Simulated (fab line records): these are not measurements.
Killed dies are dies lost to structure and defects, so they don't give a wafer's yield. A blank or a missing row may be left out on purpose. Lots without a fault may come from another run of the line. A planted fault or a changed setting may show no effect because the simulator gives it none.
fab line records -- flow sky130
[record] lots = 6, wafers = 18, lastDay = 50
route steps=708 shown LOCAL_INTERCONNECT@403 CONTACT@406 PAD_OPEN@708
lots that met no fault: taken from a fault-free run of the same line
startH: start of the lot's first displayed wafer, in hours after the record's first day -- waitH: how many hours have passed since the lot's step before this one -- " identical to the entry in the row above -- L1.1+2: a single row standing in for several wafers -- - no value, or no start was given -- * or withheld: withheld -- < > ~ a bound
route shown NAME@n: a module of which the file shows steps, and the number in the route of the first -- usual: the fault-free wafers' mean and standard deviation -- same: alike in all rows -- chamber/n: place in a boat -- sites: readings site by site -- _std_site: the standard deviation of these -- _edge_site: the outer-site mean with the inner-site mean subtracted -- radiusMm: for every site, how far away it sits from the centre of the wafer -- mask NAME#n: copy n -- behind: the most recent tool/chamber to have shaped the wafer -- hold: reason for holding the lot/hours on hold/outcome of the hold -- device: which transistor (n, p or np) failed to switch -- end of line: the route-end tests of the same wafers -- a step with no rows: only its recipe -- killed: dies lost to structure and defects at the first sort, not the wafer's yield -- map: shows each die of a wafer: x if killed, . if not, _ if none is there
set.NAME: the setting that was run; set.NAME@STEP: the one run at that earlier step -- model.NAME: the simulator's own value behind a step, which no gauge read
certain route steps with their lots: each step a table, each wafer a row
services: a tool's chamber out of use, with start hour (startH, from the record's first day; less than 0 if before it), hours out, and reason
[[steps]]
[step SKY_LOCAL_INTERCONNECT_STRIP_16]
[recipe] chemistry = postEtchResidueRemover, timeS = 1200, tempC = 72.5
[step SKY_LOCAL_INTERCONNECT_CLEAN_17]
[recipe] chemistry = IPA, timeS = 180, tempC = 25
[step SKY_LOCAL_INTERCONNECT_CLEAN_18]
[recipe] chemistry = O3/DIW, dry = n2Spin
[step SKY_CONTACT_CVD_00]
[recipe] material = Si3N4, targetThkNm = 75, tempC = 400, timeS = withheld, rfW = 450
[usual] heaterPowerW = 774/160, rfFwdPowerW = 443.5/2.1
lot.wafer,tool,chamber,startH,waitH,heaterPowerW,rfFwdPowerW
L858.2,pecvd-04,2,716.70,0.0,600,440.3
L858.3,pecvd-04,0,716.70,0.0,535,444.2
L858.6,pecvd-04,0,716.70,0.0,545,444.3
L863.3,pecvd-03,1,759.10,0.0,745,444.5
L863.4,pecvd-03,1,759.10,0.0,779,442.3
L863.5,pecvd-03,2,759.10,0.0,1110,445.6
L866.3,pecvd-03,1,777.74,0.0,789,441.9
L866.4,pecvd-03,1,777.74,0.0,808,443.5
L866.6,pecvd-03,0,777.74,0.0,637,443.4
L867.1,pecvd-01,1,794.48,0.0,747,441.6
L867.3,pecvd-01,0,794.48,0.0,797,442.9
L867.5,pecvd-01,0,794.48,0.0,805,444.4
L876.1,pecvd-04,1,864.00,0.0,944,445.7
L876.4,pecvd-04,1,864.00,0.0,970,446.4
L876.6,pecvd-04,0,864.00,0.0,603,445.7
L879.4,pecvd-03,2,889.28,0.0,971,445.0
L879.5,pecvd-03,0,889.28,0.0,698,443.5
L879.6,pecvd-03,1,889.28,0.0,716,445.3
[step SKY_CONTACT_THK_MEAS_01]
[recipe] reads = Si3N4_of_CONTACT_CVD_00
[usual] CONTACT_CVD_00_THK = 75.2/1.1
lot.wafer,tool,chamber,startH,waitH,CONTACT_CVD_00_THK[nm]
L858.2,filmMetro-02,-,716.74,-,76.7
L858.3,filmMetro-02,-,716.74,-,73.9
L858.6,filmMetro-02,-,716.74,-,76.5
L863.3,filmMetro-01,-,759.16,-,74.5
L863.4,filmMetro-01,-,759.16,-,75.9
L863.5,filmMetro-01,-,759.16,-,77.2
L866.3,filmMetro-04,-,777.80,-,75.0
L866.4,filmMetro-04,-,777.80,-,75.9
L866.6,filmMetro-04,-,777.80,-,76.4
L867.1,filmMetro-02,-,794.51,-,73.8
L867.3,filmMetro-02,-,794.51,-,73.1
L867.5,filmMetro-02,-,794.51,-,73.0
L876.1,filmMetro-01,-,864.03,-,75.4
L876.4,filmMetro-01,-,864.03,-,76.5
L876.6,filmMetro-01,-,864.03,-,75.9
L879.4,filmMetro-01,-,889.32,-,77.6
L879.5,filmMetro-01,-,889.32,-,77.1
L879.6,filmMetro-01,-,889.32,-,76.0
[step SKY_CONTACT_HDPCVD_02]
[recipe] material = SiO2, targetThkNm = 565, sigmaOpenFrac = 0.3, timeS = 94.2, tempC = 600, sih4FlowSccm = 60, pressureMtorr = 6
[step SKY_CONTACT_THK_MEAS_03]
[recipe] reads = SiO2_of_CONTACT_HDPCVD_02
[usual] CONTACT_HDPCVD_THK = 570/7.3
lot.wafer,tool,chamber,startH,waitH,CONTACT_HDPCVD_THK[nm]
L858.2,filmMetro-04,-,716.87,0.0,574
L858.3,filmMetro-04,-,716.87,0.0,568
L858.6,filmMetro-04,-,716.87,0.0,566
L863.3,filmMetro-04,-,759.29,0.1,558
L863.4,filmMetro-04,-,759.29,0.1,578
L863.5,filmMetro-04,-,759.29,0.1,576
L866.3,filmMetro-01,-,777.93,0.1,569
L866.4,filmMetro-01,-,777.93,0.1,580
L866.6,filmMetro-01,-,777.93,0.1,571
L867.1,filmMetro-04,-,794.64,0.0,574
L867.3,filmMetro-04,-,794.64,0.0,578
L867.5,filmMetro-04,-,794.64,0.0,569
L876.1,filmMetro-02,-,864.16,0.0,567
L876.4,filmMetro-02,-,864.16,0.0,565
L876.6,filmMetro-02,-,864.16,0.0,571
L879.4,filmMetro-02,-,889.45,0.0,572
L879.5,filmMetro-02,-,889.45,0.0,564
L879.6,filmMetro-02,-,889.45,0.0,580
[step SKY_CONTACT_CMP_04]
[recipe] material = SiO2, downForcePsi = 4, platenRpm = 60, padVelocityMS = 0.94248
[usual] motorCurrentA = 12.0/0.66, retainingRingPressureFrac = 1.001/0.0049, timeToEndpointS = 85/4.3
lot.wafer,tool,chamber,startH,waitH,motorCurrentA,retainingRingPressureFrac,timeToEndpointS
L858.2,cmp-01,0,716.92,0.0,12.8,1.005,88
L858.3,cmp-01,1,716.92,0.0,11.4,0.993,84
L858.6,cmp-01,0,716.92,0.0,12.3,1.009,85
L863.4,cmp-02,3,759.33,0.0,10.9,0.996,80
L863.3,cmp-02,0,759.33,0.0,11.8,1.002,82
L863.5,cmp-02,3,759.33,0.0,12.0,0.999,82
L866.4,cmp-02,2,778.02,0.1,12.3,0.997,89
L866.3,cmp-02,3,778.02,0.1,11.4,1.001,80
L866.6,cmp-02,1,778.02,0.1,12.3,0.996,84
L867.3,cmp-02,3,794.70,0.0,11.9,0.996,84
L867.1,cmp-02,0,794.70,0.0,11.9,1.000,91
L867.5,cmp-02,0,794.70,0.0,11.9,0.995,85
L876.4,cmp-01,2,864.32,0.1,12.6,1.007,84
L876.1,cmp-01,3,864.32,0.1,12.4,1.008,83
L876.6,cmp-01,1,864.32,0.1,11.3,1.006,88
L879.4,cmp-02,2,889.53,0.1,12.9,1.008,86
L879.6,cmp-02,1,889.53,0.1,11.3,1.001,91
L879.5,cmp-02,2,889.53,0.1,12.4,1.009,81
[step SKY_CONTACT_BOW_MEAS_05]
[recipe] mode = bow
[usual] CONTACT_BOW = 82/7
lot.wafer,tool,chamber,startH,waitH,CONTACT_BOW[um]
L858.2,filmMetro-02,-,717.24,0.3,79
L858.3,filmMetro-02,-,717.24,0.3,84
L858.6,filmMetro-02,-,717.24,0.3,91
L863.3,filmMetro-04,-,759.67,0.2,82
L863.4,filmMetro-04,-,759.67,0.2,89
L863.5,filmMetro-04,-,759.67,0.2,79
L866.3,filmMetro-04,-,778.31,0.2,81
L866.4,filmMetro-04,-,778.31,0.2,86
L866.6,filmMetro-04,-,778.31,0.2,85
L867.1,filmMetro-01,-,795.00,0.2,77
L867.3,filmMetro-01,-,795.00,0.2,88
L867.5,filmMetro-01,-,795.00,0.2,80
L876.1,filmMetro-01,-,864.52,0.1,83
L876.4,filmMetro-01,-,864.52,0.1,75
L876.6,filmMetro-01,-,864.52,0.1,82
L879.4,filmMetro-01,-,889.84,0.3,85
L879.5,filmMetro-01,-,889.84,0.3,87
L879.6,filmMetro-01,-,889.84,0.3,88
[step SKY_CONTACT_DEHYDRATE_06]
[recipe] tempC = 200, timeS = 60
[step SKY_CONTACT_HMDS_07]
[recipe] primeTimeS = 60, primeTempC = 120
[step SKY_CONTACT_COAT_08]
[recipe] resist = BARC, tempC = withheld, timeS = withheld, spinRpm = 3000, resistThkNm = 60
[step SKY_CONTACT_COAT_09]
[recipe] resist = KrF-thick, spinRpm = 3000, resistThkNm = 450
[usual] resistLineTempC = 23.00/0.12
lot.wafer,tool,chamber,startH,waitH,resistLineTempC,model.KrF-thick_of_CONTACT_COAT_09.thkNm
L858.2,lithoTrack-01,0,731,-,23.22,452.4
L858.3,lithoTrack-01,0,731,-,23.17,452.4
L858.6,lithoTrack-01,0,731,-,23.24,452.4
L863.3,lithoTrack-04,0,773,-,22.91,449.3
L863.4,lithoTrack-04,0,773,-,22.97,448.8
L863.5,lithoTrack-04,0,773,-,23.04,451
L866.3,lithoTrack-01,0,791,-,22.92,460
L866.4,lithoTrack-01,0,791,-,23.06,460.8
L866.6,lithoTrack-01,0,791,-,22.93,460.3
L867.1,lithoTrack-01,0,808,-,23.02,459
L867.3,lithoTrack-01,0,808,-,23.15,459.8
L867.5,lithoTrack-01,0,808,-,23.00,459.7
L876.1,lithoTrack-03,0,877,-,22.97,449.9
L876.4,lithoTrack-03,0,877,-,23.04,451.3
L876.6,lithoTrack-03,0,877,-,22.99,450.4
L879.4,lithoTrack-01,0,902,-,23.08,450.6
L879.5,lithoTrack-01,0,902,-,23.05,449.7
L879.6,lithoTrack-01,0,902,-,23.05,450.3
[step SKY_CONTACT_SOFTBAKE_10]
[recipe] tempC = 100, timeS = 90, resist = KrF-thick
[step SKY_CONTACT_EXPOSE_11]
[recipe] maskId = CTM1, na = 0.8, sourceShape = annular, sigmaInner = 0.55, sigmaOuter = 0.85, targetCdNm = 170, doseMj = 38
[step SKY_CONTACT_PEB_12]
[recipe] pebTempC = withheld, pebTimeS = withheld, resist = KrF-thick
[step SKY_CONTACT_DEVELOP_13]
[recipe] developTimeS = 60, resist = KrF-thick, devTempC = 21
[step SKY_CONTACT_CD_MEAS_14]
[recipe] targetCdNm = 170
[usual] cdNm = 169.5/1.6
lot.wafer,tool,chamber,startH,waitH,cdNm
L858.2,cdSem-02,-,745.12,-,169.3
L858.3,cdSem-02,-,745.12,-,170.8
L858.6,cdSem-02,-,745.12,-,169.2
L863.3,cdSem-02,-,786.65,-,166.2
L863.4,cdSem-02,-,786.65,-,167.5
L863.5,cdSem-02,-,786.65,-,165.5
L866.3,cdSem-01,-,804.79,-,170.9
L866.4,cdSem-01,-,804.79,-,169.8
L866.6,cdSem-01,-,804.79,-,170.8
L867.1,cdSem-01,-,821.85,-,170.5
L867.3,cdSem-01,-,821.85,-,169.5
L867.5,cdSem-01,-,821.85,-,169.7
L876.1,cdSem-01,-,890.95,-,168.9
L876.4,cdSem-01,-,890.95,-,169.7
L876.6,cdSem-01,-,890.95,-,172.0
L879.4,cdSem-01,-,914.92,-,171.6
L879.5,cdSem-01,-,914.92,-,171.2
L879.6,cdSem-01,-,914.92,-,170.2
[step SKY_CONTACT_OVL_MEAS_15]
[usual] CONTACT_OVL = 1/4.2
lot.wafer,tool,chamber,startH,waitH,CONTACT_OVL[nm]
L858.2,overlay-02,-,745.23,0.1,1
L858.3,overlay-02,-,745.23,0.1,3
L858.6,overlay-02,-,745.23,0.1,0
L863.3,overlay-02,-,786.74,0.1,2
L863.4,overlay-02,-,786.74,0.1,8
L863.5,overlay-02,-,786.74,0.1,7
L866.3,overlay-01,-,804.88,0.1,-7
L866.4,overlay-01,-,804.88,0.1,6
L866.6,overlay-01,-,804.88,0.1,4
L867.1,overlay-01,-,821.97,0.1,-3
L867.3,overlay-01,-,821.97,0.1,3
L867.5,overlay-01,-,821.97,0.1,-2
L876.1,overlay-01,-,891.07,0.1,0
L876.4,overlay-01,-,891.07,0.1,10
L876.6,overlay-01,-,891.07,0.1,0
L879.4,overlay-01,-,915.00,0.1,8
L879.5,overlay-01,-,915.00,0.1,-1
L879.6,overlay-01,-,915.00,0.1,0
[step SKY_CONTACT_ETCH_16]
[recipe] chemistry = N2/H2, target = BARC, ionEnergyEv = 200, sourceW = 500, biasW = 100, pressureMtorr = 30, n2FlowSccm = 100, h2FlowSccm = 200, stopOn = SiO2, timeS = 45.9, targetDepthA = 600
[usual] chamberPressureMTorr = 30.01/0.031, drypumpMotorCurrentA = 5.7/0.41, oesProductAu = 0.855/0.0051, rfFwdPowerW = 494.9/2.1, throttleValvePct = 13.224/0.0099
[same] timeS = 45.9
lot.wafer,tool,chamber,startH,waitH,chamberPressureMTorr,drypumpMotorCurrentA,oesProductAu,rfFwdPowerW,rfHoursCounterH,throttleValvePct
L858.2,rieDiel-04,0,745.26,0.0,29.97,5.6,0.856,495.6,3,13.206
L858.3,rieDiel-04,2,745.26,0.0,30.03,6.0,0.862,495.2,3,13.216
L858.6,rieDiel-04,1,745.26,0.0,30.06,5.7,0.857,495.1,-,13.215
L863.3,rieDiel-04,3,786.76,0.0,30.01,5.8,0.854,494.9,3,13.222
L863.4,rieDiel-04,1,786.76,0.0,29.99,5.7,0.853,500.0,16,13.213
L863.5,rieDiel-04,0,786.76,0.0,29.95,5.6,0.847,492.6,-,13.229
L866.3,rieDiel-02,0,804.91,0.0,29.99,4.9,0.860,498.0,13,13.195
L866.4,rieDiel-02,2,804.91,0.0,30.00,6.0,0.861,494.4,4,13.215
L866.6,rieDiel-02,3,804.91,0.0,29.94,6.3,0.850,495.1,-,13.220
L867.1,rieDiel-04,2,822.01,0.0,29.98,6.0,0.851,495.4,5,13.211
L867.3,rieDiel-04,1,822.01,0.0,29.94,5.8,0.861,494.6,17,13.238
L867.5,rieDiel-04,1,822.01,0.0,30.07,5.7,0.858,495.0,-,13.219
L876.1,rieDiel-04,1,891.11,0.0,29.95,5.7,0.852,494.4,19,13.227
L876.4,rieDiel-04,0,891.11,0.0,30.04,5.5,0.850,493.7,8,13.230
L876.6,rieDiel-04,0,891.11,0.0,29.99,5.5,0.855,493.4,-,13.231
L879.4,rieDiel-03,3,915.01,0.0,30.04,5.1,0.853,494.0,12,13.219
L879.5,rieDiel-03,1,915.01,0.0,30.03,5.2,0.858,497.1,-,13.224
L879.6,rieDiel-03,0,915.01,0.0,30.02,5.6,0.859,499.6,-,13.221
[step SKY_CONTACT_ETCH_17]
[recipe] target = SiO2, chemistry = C4F8/O2/Ar, stopOn = Si3N4, maskMaterial = KrF-thick, sourceW = 1500, biasW = 1200, pressureMtorr = 40, c4f8FlowSccm = withheld, O2_flow_sccm = 6, Ar_flow_sccm = 300, timeS = withheld, targetDepthA = 3400
[usual] chamberPressureMTorr = 40.00/0.034, oesProductAu = 0.892/0.0049, rfFwdPowerW = 1488/5.6
lot.wafer,tool,chamber,startH,waitH,chamberPressureMTorr,oesProductAu,rfFwdPowerW
L858.2,rieDiel-04,0,745.30,0.0,39.98,0.894,1488
L858.3,rieDiel-04,2,745.30,0.0,40.00,0.892,1483
L858.6,rieDiel-04,1,745.30,0.0,40.00,0.896,1493
L863.3,rieDiel-04,3,786.80,0.0,39.94,0.886,1484
L863.4,rieDiel-04,1,786.80,0.0,39.98,0.888,1481
L863.5,rieDiel-04,0,786.80,0.0,39.98,0.894,1493
L866.3,rieDiel-02,0,804.95,0.0,39.96,0.890,1486
L866.4,rieDiel-02,2,804.95,0.0,40.01,0.892,1488
L866.6,rieDiel-02,3,804.95,0.0,40.05,0.896,1493
L867.1,rieDiel-04,2,822.05,0.0,39.96,0.896,1492
L867.3,rieDiel-04,1,822.05,0.0,40.02,0.888,1488
L867.5,rieDiel-04,1,822.05,0.0,40.00,0.895,1493
L876.1,rieDiel-04,1,891.15,0.0,40.02,0.888,1490
L876.4,rieDiel-04,0,891.15,0.0,39.94,0.899,1482
L876.6,rieDiel-04,0,891.15,0.0,40.01,0.892,1482
L879.4,rieDiel-03,3,915.06,0.0,39.98,0.903,1495
L879.5,rieDiel-03,1,915.06,0.0,40.05,0.899,1486
L879.6,rieDiel-03,0,915.06,0.0,40.04,0.895,1492
[step SKY_CONTACT_ETCH_18]
[recipe] target = Si3N4, chemistry = CHF3/O2, stopOn = TiN, sourceW = 600, biasW = 200, pressureMtorr = 40, chf3FlowSccm = 50, O2_flow_sccm = 5, timeS = 39, targetDepthA = 750
[usual] chamberPressureMTorr = 40.00/0.036, drypumpMotorCurrentA = 5.7/0.4, oesProductAu = 0.856/0.0077, rfFwdPowerW = 593.4/2.7, throttleValvePct = 8.795/0.0088
[same] timeS = 39
lot.wafer,tool,chamber,startH,waitH,chamberPressureMTorr,drypumpMotorCurrentA,oesProductAu,rfFwdPowerW,rfHoursCounterH,throttleValvePct,model.KrF-thick_of_CONTACT_COAT_09.thkNm
L858.2,rieDiel-04,0,-,-,40.02,5.5,0.863,590.6,3,8.781,249.2
L858.3,rieDiel-04,2,-,-,40.03,6.0,0.854,595.0,3,8.791,247.6
L858.6,rieDiel-04,1,-,-,40.01,5.7,0.869,594.7,-,8.794,246.7
L863.3,rieDiel-04,3,-,-,39.99,5.8,0.848,589.2,3,8.800,242.7
L863.4,rieDiel-04,1,-,-,40.04,5.7,0.867,594.1,16,8.791,240.4
L863.5,rieDiel-04,0,-,-,39.99,5.6,0.875,590.1,-,8.792,244
L866.3,rieDiel-02,0,-,-,39.97,4.8,0.854,596.3,13,8.788,258.2
L866.4,rieDiel-02,2,-,-,39.98,6.0,0.863,592.3,4,8.785,254.3
L866.6,rieDiel-02,3,-,-,40.01,6.2,0.863,596.9,-,8.801,252.4
L867.1,rieDiel-04,2,-,-,39.94,6.0,0.839,590.9,5,8.801,254.4
L867.3,rieDiel-04,1,-,-,40.01,5.7,0.843,595.4,17,8.789,251.9
L867.5,rieDiel-04,1,-,-,39.97,5.7,0.845,593.1,-,8.792,251.4
L876.1,rieDiel-04,1,-,-,39.98,5.7,0.860,594.7,19,8.794,244.8
L876.4,rieDiel-04,0,-,-,40.08,5.5,0.869,595.1,8,8.788,242.8
L876.6,rieDiel-04,0,-,-,40.01,5.5,0.864,592.2,-,8.801,242.8
L879.4,rieDiel-03,3,-,-,39.96,5.1,0.867,597.6,12,8.784,243.5
L879.5,rieDiel-03,1,-,-,40.01,5.2,0.861,588.4,-,8.799,247.4
L879.6,rieDiel-03,0,-,-,40.03,5.6,0.861,597.7,-,8.791,242.1
[step SKY_CONTACT_STRIP_19]
[recipe] chemistry = O2/N2, powerW = 1400, pressureMtorr = 1500, platenTempC = withheld, o2FlowSccm = 3000, n2FlowSccm = 300, overashFraction = 0.5
[usual] chamberPressureMTorr = 1500.0/1.3, drypumpMotorCurrentA = 5.7/0.51, oesProductAu = 0.381/0.0043, stripTimeToEndpointS = 3.632/0.029
lot.wafer,tool,chamber,startH,waitH,chamberPressureMTorr,drypumpMotorCurrentA,oesProductAu,rfHoursCounterH,stripTimeToEndpointS
L858.2,plasmaAsher-03,1,745.39,-,1499.1,5.2,0.382,0,3.671
L858.3,plasmaAsher-03,0,745.39,-,1499.6,5.3,0.380,-,3.660
L858.6,plasmaAsher-03,0,745.39,-,1497.9,5.3,0.384,-,3.661
L863.3,plasmaAsher-01,0,786.93,-,1502.3,6.1,0.383,-,3.613
L863.4,plasmaAsher-01,1,786.93,-,1500.0,5.7,0.379,-,3.590
L863.5,plasmaAsher-01,0,786.93,-,1500.3,6.1,0.378,-,3.628
L866.3,plasmaAsher-01,0,805.07,-,1502.5,6.1,0.381,-,3.775
L866.4,plasmaAsher-01,1,805.07,-,1501.1,5.7,0.385,-,3.732
L866.6,plasmaAsher-01,1,805.07,-,1497.5,5.7,0.395,-,3.717
L867.1,plasmaAsher-04,0,822.14,-,1499.0,6.6,0.383,70,3.746
L867.3,plasmaAsher-04,0,822.14,-,1498.8,6.6,0.382,-,3.717
L867.5,plasmaAsher-04,0,822.14,-,1499.7,6.6,0.387,-,3.718
L876.1,plasmaAsher-03,1,891.24,-,1499.4,5.2,0.381,14,3.626
L876.4,plasmaAsher-03,0,891.24,-,1498.9,5.3,0.382,-,3.610
L876.6,plasmaAsher-03,0,891.24,-,1497.7,5.3,0.376,-,3.613
L879.4,plasmaAsher-01,1,915.18,-,1501.3,5.7,0.377,-,3.630
L879.5,plasmaAsher-01,0,915.18,-,1501.0,6.1,0.381,-,3.667
L879.6,plasmaAsher-01,1,915.18,-,1500.7,5.7,0.373,-,3.607
[step SKY_CONTACT_STRIP_20]
[recipe] chemistry = postEtchResidueRemover, timeS = 1200, tempC = 72.5
[step SKY_PAD_OPEN_PROBE_99]
[usual] killed_at_M0_to_M3 = 43/6.7, killed_at_M4_up = 3.1/1.9, killedAtContacts = 25/5, killedAtFrontEnd = 15/4, killedAtOther = 0.4/0.69, killedDies = 87/9.2, killedOpen = 46/7.1, killedShort = 40/6.8
[same] grossDies = 492, killedAtBackSide = 0
lot.wafer,tool,chamber,startH,waitH,killed_at_M0_to_M3,killed_at_M4_up,killedAtContacts,killedAtFrontEnd,killedAtOther,killedDies,killedOpen,killedShort
L863.3,prober-01,-,1116.98,0.2,48,1,25,11,0,85,46,39
L863.4,prober-01,-,1117.03,0.2,37,0,28,18,0,83,39,43
L863.5,prober-01,-,1117.08,0.2,61,2,26,13,0,102,51,50
L866.3,prober-02,-,1129.61,0.2,46,2,29,14,0,91,55,36
// killed by level:class
L863.3 METAL1:geometricParticle:short=10 VIA3:geometricParticle:open=9 CONTACT:geometricParticle:open=9 LI_CONTACT:geometricParticle:open=8 VIA1:geometricParticle:open=7 CONTACT:geometricParticle:short=6 METAL2:geometricParticle:short=6 VIA2:geometricParticle:open=6
L863.4 VIA3:geometricParticle:open=9 CONTACT:geometricParticle:open=9 LOCAL_INTERCONNECT:geometricParticle:short=8 FIELD_ISO:geometricParticle:short=7 VIA1:geometricParticle:open=5 VIA2:geometricParticle:open=5 FIELD_ISO:geometricParticle:open=4 POLY_GATE:geometricParticle:short=4
L863.5 METAL2:geometricParticle:short=14 VIA1:geometricParticle:open=11 METAL1:geometricParticle:short=9 VIA3:geometricParticle:open=9 LI_CONTACT:geometricParticle:open=7 CONTACT:geometricParticle:open=7 LOCAL_INTERCONNECT:geometricParticle:short=5 CONTACT:geometricParticle:short=5
L866.3 CONTACT:geometricParticle:open=16 VIA1:geometricParticle:open=13 METAL1:geometricParticle:short=9 VIA2:geometricParticle:open=7 LI_CONTACT:geometricParticle:open=5 VIA3:geometricParticle:short=5 LOCAL_INTERCONNECT:geometricParticle:short=4 VIA3:geometricParticle:open=4
[[services]]
tool,chamber,startH,hours,kind
cmp-02,-,692.96,1.1,repair
rieDiel-02,0,697.32,6.4,repair
pecvd-04,-,710.14,5.5,pm
cmp-01,-,715.40,0.7,repair
plasmaAsher-03,-,717.84,0.6,repair
cmp-01,-,719.98,0.8,repair
rieDiel-04,0,720.72,6.9,repair
rieDiel-03,0,727.04,2.8,repair
cmp-02,-,736.22,7.1,pm
pecvd-03,1,739.66,16.1,repair
rieDiel-02,-,740.99,1.0,repair
rieDiel-03,3,742.55,10.2,repair
rieDiel-04,-,746.43,0.2,repair
rieDiel-04,3,751.60,4.7,repair
rieDiel-04,-,775.82,1.0,repair
pecvd-03,-,810.92,4.3,pm
cmp-02,-,814.45,0.3,repair
pecvd-03,-,826.36,1.7,repair
rieDiel-04,3,871.30,6.1,repair
pecvd-03,0,880.52,4.1,repair
plasmaAsher-01,-,885.40,2.9,repair
cmp-02,-,894.78,14.8,repair
rieDiel-02,-,901.91,0.5,repair
cmp-02,-,912.00,4.0,pm
[[key]]
[firstSign] step = SKY_CONTACT_STRIP_19, reading = stripTimeToEndpointS, direction = up, sigmas = 3.5, usual = *, struck = *
effect none on later readings
[modelEffect] step = SKY_CONTACT_COAT_09, value = KrF-thick_of_CONTACT_COAT_09.thkNm, without = 449.9, struck = 459.9
[modelEffect] step = SKY_CONTACT_ETCH_18, value = KrF-thick_of_CONTACT_COAT_09.thkNm, without = 243.7, struck = 253.8
metAt SKY_CONTACT_COAT_09
struckWafers L866.3,L866.4,L866.6,L867.1,L867.3,L867.5
testerLeftOut L866,L867
onsetBetween 731 791
[fault] kind = processParameterDrift, tool = lithoTrack-01, chamber = -, onsetH = 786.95, steps = SKY_CONTACT_COAT_09, channel = resistThkNm, offset = 10.099, shape = step, endH = 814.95, actsIn = theseRecipesOnly, stated = 450
// testerLeftOut: of these lots the tester's yield and bins aren't shown, on N5 and GAA mostly nor the transistor test; their killed dies are dies lost to structure and defects alone, not to doping, threshold or leakage, so they don't give the yield
